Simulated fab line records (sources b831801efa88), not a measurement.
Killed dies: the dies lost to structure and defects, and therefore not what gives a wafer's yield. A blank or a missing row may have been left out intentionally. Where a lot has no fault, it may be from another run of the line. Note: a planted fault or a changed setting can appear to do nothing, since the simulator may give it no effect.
A lot that was struck, set against a sound lot ; flow gf180mcu ; 21 out of 602 route steps
Sound: the wafers L557.1, L557.2, L557.3. Struck: wafers L574.3, L574.5. (L574.4 of the same lot was not struck and is left out.) The cause comes at the end.
For every step that has rows: the tool of each side, followed by ch and its chambers, followed by its first start. Under that, the readings that differ: sound wafers ; struck wafers ; difference of the means ; sigmas: that difference in standard deviations of wafers without a fault.
alike: same words and numbers on both sides, and readings whose means sit less than 2 such deviations apart. not compared: any withheld reading, any reading some wafer has no value for, any bound like >300 that may hide the same value, and any number with overlapping values for which the record gives no deviation.
The two part at a step that has a row with sigmas, a row that says differs or no value, or rows on one side only. Numbers that have no deviation but don't overlap get no sigmas and don't part them. A reading missing from all wafers of one side parts the sides only when that side holds two or more wafers.

first, 3 steps without rows for these wafers: GF_M4_STRIP_18 (strips in post etch residue remover, time 1200 s); GF_M4_CLEAN_19 (cleans in DIW); GF_V4_CVD_00 (deposits SiO2, target thk 600 nm, time 100 s).
GF_V4_THK_MEAS_01:
  sound: film metro-01 at day 23 15:51; struck: film metro-03 at day 29 23:50
  alike: V4_CVD_00_THK
GF_V4_CVD_02: deposits SiO2 from TEOS, target thk 850 nm, time 94.851 s.
  sound on pecvd-04 ch 0,1,2, day 23 15:55; struck on pecvd-01 ch 0,2, day 29 23:52
  alike: heater power w, rf fwd power W
GF_V4_THK_MEAS_03:
  sound: film metro-02 at day 23 15:59; struck: film metro-01 at day 29 23:58
  alike: V4_CVD_02_THK
GF_V4_CMP_04: polishes SiO2.
  sound on cmp-01 ch 1,2,3, day 23 16:02; struck on cmp-02 ch 0,2, day 30 00:24
  alike: motor current A, time to endpoint s
GF_V4_BOW_MEAS_05:
  sound: film metro-01 at day 23 16:20; struck: film metro-02 at day 30 00:41
  alike: V4_BOW
then, 4 steps without rows for these wafers: GF_V4_DEHYDRATE_06 (time 60 s); GF_V4_HMDS_07 (prime time 60 s); GF_V4_COAT_08; GF_V4_COAT_09 (resist thk 1000 nm).
GF_V4_SOFTBAKE_10: time 60 s.
  sound on litho track-02 ch 0, day 24 03:00; struck on litho track-01 ch 0, day 30 09:00
reading;sound;struck;difference;sigmas
run length s (s);89.11 89.23 89.32;103.78 103.79;+14.56;+99 or more
  alike: plate temp C
then, 3 steps without rows for these wafers: GF_V4_EXPOSE_11 (exposes mask Via4, target cd 260 nm); GF_V4_PEB_12 (peb time 90 s); GF_V4_DEVELOP_13 (develop time 60 s).
GF_V4_CD_MEAS_14: the cd target is 260 nm.
  sound: cd sem-02 at day 24 14:32; struck: cd sem-01 at day 30 18:56
  alike: cd nm
GF_V4_OVL_MEAS_15:
  sound: overlay-01 at day 24 14:39; struck: overlay-02 at day 30 19:02
  alike: V4_OVL
GF_V4_ETCH_16: etches BARC in N2/H2.
  sound on rie diel-01 ch 1,2,3, day 24 14:41; struck on rie diel-04 ch 2,3, day 30 19:04
  alike: drypump motor current A, h2 flow sccm, oes product au, rf fwd power W, throttle valve pct
  not compared: model.V4.cd nm
GF_V4_ETCH_17: etches SiO2 in C4F8/O2/Ar, stops on TiN, target depth 630 nm.
  sound: rie diel-01 ch 1,2,3; struck: rie diel-04 ch 2,3
reading;sound;struck;difference;sigmas
rf fwd power W (W);1487 1489 1476;1494 1500;+13;+2
  alike: oes product au
  not compared: model.V4.cd nm
GF_V4_STRIP_18: strips in O2/N2.
  sound on plasma asher-03 ch 0,1, day 24 14:49; struck on plasma asher-03 ch 0, day 30 19:13
  alike: drypump motor current A, heater power w, oes product au
  not compared: rf hours counter h

WHERE THEY PART
Last at GF_V4_ETCH_17 as far as this record goes, first at GF_V4_SOFTBAKE_10. Later steps at which nothing parts them and some readings are alike: GF_V4_STRIP_18.

WHY: what had been put in by the simulator
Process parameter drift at GF_V4_SOFTBAKE_10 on litho track-01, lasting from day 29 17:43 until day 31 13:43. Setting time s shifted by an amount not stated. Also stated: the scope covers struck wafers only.
